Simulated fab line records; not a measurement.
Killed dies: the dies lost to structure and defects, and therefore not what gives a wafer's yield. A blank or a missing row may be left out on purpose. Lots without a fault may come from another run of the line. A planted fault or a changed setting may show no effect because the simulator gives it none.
Which tool was responsible? + flow gf180mcu + 33 wafers from 11 lots sampled at 7 of the route's 602 steps

## WHAT THE GAUGES SHOWED, per wafer
GF_V3_RS_MEAS_24: measures by four-point-probe. Usual: V3_W_RS gives 0.327 ohm/sq (standard deviation 0.0034).
| lot  | measured     | on            | V3_W_RS (ohm/sq)  | flag |
|------|--------------|---------------|-------------------|------|
| L127 | day 22 11:46 | film-metro-02 | 0.328 0.325 0.327 |      |
| L128 | day 22 21:14 | film-metro-02 | 0.325 0.326 0.320 |      |
| L131 | day 24 00:12 | film-metro-02 | 0.329 0.328 0.327 |      |
| L132 | day 24 08:16 | film-metro-02 | 0.329 0.330 0.330 |      |
| L135 | day 25 13:11 | film-metro-01 | 0.324 0.321 0.326 |      |
| L136 | day 25 16:22 | film-metro-02 | 0.323 0.798 0.327 | OFF  |
| L146 | day 28 14:10 | film-metro-01 | 0.324 0.323 0.327 |      |
| L147 | day 28 21:49 | film-metro-02 | 0.331 0.332 0.328 |      |
| L148 | day 29 04:59 | film-metro-01 | 0.323 0.326 0.322 |      |
| L149 | day 29 13:25 | film-metro-02 | 0.328 0.328 0.333 |      |
| L150 | day 29 17:29 | film-metro-04 | 0.329 0.327 0.326 |      |

GF_V3_THK_MEAS_25: measures by xrf. Usual: V3_W_THK gives 345 nm (standard deviation 4.1).
| lot  | measured     | on            | V3_W_THK (nm) | flag |
|------|--------------|---------------|---------------|------|
| L127 | day 22 11:52 | film-metro-02 | 347 349 348   |      |
| L128 | day 22 21:21 | film-metro-02 | 353 349 356   |      |
| L131 | day 24 00:19 | film-metro-02 | 345 344 350   |      |
| L132 | day 24 08:23 | film-metro-02 | 346 345 346   |      |
| L135 | day 25 13:18 | film-metro-01 | 343 348 340   |      |
| L136 | day 25 16:28 | film-metro-02 | 353 145 347   | OFF  |
| L146 | day 28 14:17 | film-metro-01 | 344 346 343   |      |
| L147 | day 28 21:55 | film-metro-02 | 346 343 349   |      |
| L148 | day 29 05:06 | film-metro-01 | 346 345 351   |      |
| L149 | day 29 13:30 | film-metro-02 | 342 344 335   |      |
| L150 | day 29 17:36 | film-metro-04 | 345 348 350   |      |

GF_M4_THK_MEAS_06: measures by xrf. Usual: M4_ALCU_THK gives 446 nm (standard deviation 5.4).
| lot  | measured     | on            | M4_ALCU_THK (nm) | flag |
|------|--------------|---------------|------------------|------|
| L127 | day 22 12:35 | film-metro-01 | 450 454 451      |      |
| L128 | day 22 22:03 | film-metro-02 | 438 438 445      |      |
| L131 | day 24 01:01 | film-metro-02 | 453 447 450      |      |
| L132 | day 24 09:05 | film-metro-02 | 452 449 449      |      |
| L135 | day 25 14:00 | film-metro-01 | 449 453 448      |      |
| L136 | day 25 17:10 | film-metro-02 | 448 450 443      |      |
| L146 | day 28 16:02 | film-metro-03 | 447 446 443      |      |
| L147 | day 28 22:37 | film-metro-03 | 442 449 450      |      |
| L148 | day 29 05:48 | film-metro-01 | 448 443 440      |      |
| L149 | day 29 14:12 | film-metro-02 | 439 437 445      |      |
| L150 | day 29 18:18 | film-metro-02 | 447 447 450      |      |

## EACH LOT AND THE TOOL THAT RAN IT (in order: tool; ch and the chambers of the sampled wafers; start)
| lot  | GF_V3_CVD_02                    | GF_V3_SPUTTER_22             | GF_V3_CVD_23                  | GF_V3_CMP_26                  |
|------|---------------------------------|------------------------------|-------------------------------|-------------------------------|
| L127 | pecvd-01 ch 0,1,2, day 21 10:07 | pvd-sputter-04, day 22 11:35 | cvd-w-01 ch 0,1, day 22 11:40 | cmp-02 ch 1,2, day 22 11:55   |
| L128 | pecvd-04 ch 1,2, day 21 19:56   | pvd-sputter-01, day 22 21:05 | cvd-w-01 ch 0,1, day 22 21:07 | cmp-02 ch 0,1,3, day 22 21:25 |
| L131 | pecvd-01 ch 0,1,2, day 23 00:36 | pvd-sputter-04, day 24 00:02 | cvd-w-02 ch 0,1, day 24 00:04 | cmp-02 ch 0,1,3, day 24 00:31 |
| L132 | pecvd-01 ch 1,2, day 23 08:24   | pvd-sputter-03, day 24 08:07 | cvd-w-01 ch 0,1, day 24 08:10 | cmp-01 ch 0,1,2, day 24 08:33 |
| L135 | pecvd-03 ch 1,2, day 24 14:12   | pvd-sputter-01, day 25 13:02 | cvd-w-02 ch 0,1, day 25 13:04 | cmp-01 ch 1,2, day 25 13:22   |
| L136 | pecvd-01 ch 1,2, day 24 17:05   | pvd-sputter-01, day 25 16:11 | cvd-w-01 ch 0,1, day 25 16:16 | cmp-01 ch 0,1, day 25 16:34   |
| L146 | pecvd-01 ch 1,2, day 27 17:39   | pvd-sputter-04, day 28 14:01 | cvd-w-02 ch 0,1, day 28 14:04 | cmp-02 ch 1,2,3, day 28 14:24 |
| L147 | pecvd-04 ch 0,1,2, day 28 00:31 | pvd-sputter-01, day 28 21:38 | cvd-w-01 ch 0, day 28 21:41   | cmp-01 ch 1,2, day 28 21:58   |
| L148 | pecvd-03 ch 0,1, day 28 07:43   | pvd-sputter-03, day 29 04:50 | cvd-w-02 ch 0,1, day 29 04:52 | cmp-01 ch 0,2,3, day 29 05:19 |
| L149 | pecvd-04 ch 0,1,2, day 28 17:03 | pvd-sputter-03, day 29 13:12 | cvd-w-01 ch 0,1, day 29 13:16 | cmp-02 ch 2,3, day 29 13:32   |
| L150 | pecvd-04 ch 0,2, day 28 20:57   | pvd-sputter-01, day 29 17:19 | cvd-w-01 ch 0,1, day 29 17:22 | cmp-02 ch 1,2, day 29 17:42   |
- GF_V3_CVD_02: deposits SiO2 from TEOS, target thk 850 nm, time 94.851 s.
- GF_V3_SPUTTER_22: material TiN, target thk 10 nm, time 40 s.
- GF_V3_CVD_23: deposits W, target thk 350 nm, time 104.9 s.
- GF_V3_CMP_26: polishes, stops on SiO2, t overpolish 15 s, target thk 0 nm.

## WHAT THE TOOLS THEMSELVES READ (means of the sampled wafers that have a number; where no wafer has one, the mark that the record gives instead)
GF_V3_CVD_02. Usual: heater-power-w 610 W, standard deviation 150.
| lot  | tool     | heater-power-w (W) | flag |
|------|----------|--------------------|------|
| L127 | pecvd-01 | 556                |      |
| L128 | pecvd-04 | 477                |      |
| L131 | pecvd-01 | 552                |      |
| L132 | pecvd-01 | 535                |      |
| L135 | pecvd-03 | 649                |      |
| L136 | pecvd-01 | 548                |      |
| L146 | pecvd-01 | 545                |      |
| L147 | pecvd-04 | 548                |      |
| L148 | pecvd-03 | 640                |      |
| L149 | pecvd-04 | 520                |      |
| L150 | pecvd-04 | 587                |      |

GF_V3_SPUTTER_22. Usual: throttle-valve-pct 29.8 %, standard deviation 0.69.
| lot  | tool           | throttle-valve-pct (%) | flag |
|------|----------------|------------------------|------|
| L127 | pvd-sputter-04 | 30.3                   |      |
| L128 | pvd-sputter-01 | 30.0                   |      |
| L131 | pvd-sputter-04 | 30.2                   |      |
| L132 | pvd-sputter-03 | 29.9                   |      |
| L135 | pvd-sputter-01 | 30.0                   |      |
| L136 | pvd-sputter-01 | 30.4                   |      |
| L146 | pvd-sputter-04 | 29.8                   |      |
| L147 | pvd-sputter-01 | 30.0                   |      |
| L148 | pvd-sputter-03 | 29.4                   |      |
| L149 | pvd-sputter-03 | 29.9                   |      |
| L150 | pvd-sputter-01 | 30.0                   |      |

GF_V3_CVD_23. Usual: chamber-pressure-Torr 40.00 Torr, standard deviation 0.093; heater-power-w 881 W, standard deviation 120.
| lot  | tool     | chamber-pressure-Torr (Torr) | heater-power-w (W) | flag |
|------|----------|------------------------------|--------------------|------|
| L127 | cvd-w-01 | 39.98                        | 888                |      |
| L128 | cvd-w-01 | 39.97                        | 942                |      |
| L131 | cvd-w-02 | 39.93                        | 867                |      |
| L132 | cvd-w-01 | 39.94                        | 863                |      |
| L135 | cvd-w-02 | 39.98                        | 867                |      |
| L136 | cvd-w-01 | 40.06                        | 941                |      |
| L146 | cvd-w-02 | 39.95                        | 798                |      |
| L147 | cvd-w-01 | 40.11                        | 846                |      |
| L148 | cvd-w-02 | 39.92                        | 890                |      |
| L149 | cvd-w-01 | 39.98                        | 891                |      |
| L150 | cvd-w-01 | 40.00                        | 903                |      |

GF_V3_CMP_26. Usual: motor-current-A 11.1 A, standard deviation 1.3; retaining-ring-pressure-frac 1.000, standard deviation 0.0047; time-to-endpoint-s 85 s, standard deviation 3.5.
| lot  | tool   | motor-current-A (A) | retaining-ring-pressure-frac | time-to-endpoint-s (s) | flag |
|------|--------|---------------------|------------------------------|------------------------|------|
| L127 | cmp-02 | 10.3                | 1.000                        | 84                     |      |
| L128 | cmp-02 | 11.1                | 1.005                        | 81                     |      |
| L131 | cmp-02 | 11.1                | 0.998                        | 82                     |      |
| L132 | cmp-01 | 10.3                | 1.000                        | 91                     |      |
| L135 | cmp-01 | 10.3                | 1.001                        | 84                     |      |
| L136 | cmp-01 | 10.1                | 1.001                        | 69                     | OFF  |
| L146 | cmp-02 | 10.5                | 1.001                        | 86                     |      |
| L147 | cmp-01 | 10.4                | 1.005                        | 83                     |      |
| L148 | cmp-01 | 11.2                | 1.001                        | 87                     |      |
| L149 | cmp-02 | 11.0                | 1.000                        | 83                     |      |
| L150 | cmp-02 | 11.4                | 1.000                        | 85                     |      |

## THE ANSWER, worked out from the rows above alone
Rule: lot off if the mean of its wafers having a number is beyond 3 standard deviations from the usual mean. A lot without any number at a reading at which 4 lots or more have one is off too. Any other lot the step has rows for is counted as sound. First the gauges in route order, then the tools' own readings, where a lot's mean is used as printed above. At the first step where some lot is off, the reading lying furthest off is the one used; lots without a number count as furthest.
Off: at GF_V3_RS_MEAS_24 (V3_W_RS), L136.
A tool fits if, at a process step before that reading, it ran every lot that is off, and no sound lot after the first of them. The gauges at GF_V3_RS_MEAS_24 aren't tried: what is off there is off at GF_V3_CMP_26 too, on other tools, and a gauge's error can't cause that. No candidate that was tried fits.

## WHAT HAD BEEN PUT IN BY THE SIMULATOR
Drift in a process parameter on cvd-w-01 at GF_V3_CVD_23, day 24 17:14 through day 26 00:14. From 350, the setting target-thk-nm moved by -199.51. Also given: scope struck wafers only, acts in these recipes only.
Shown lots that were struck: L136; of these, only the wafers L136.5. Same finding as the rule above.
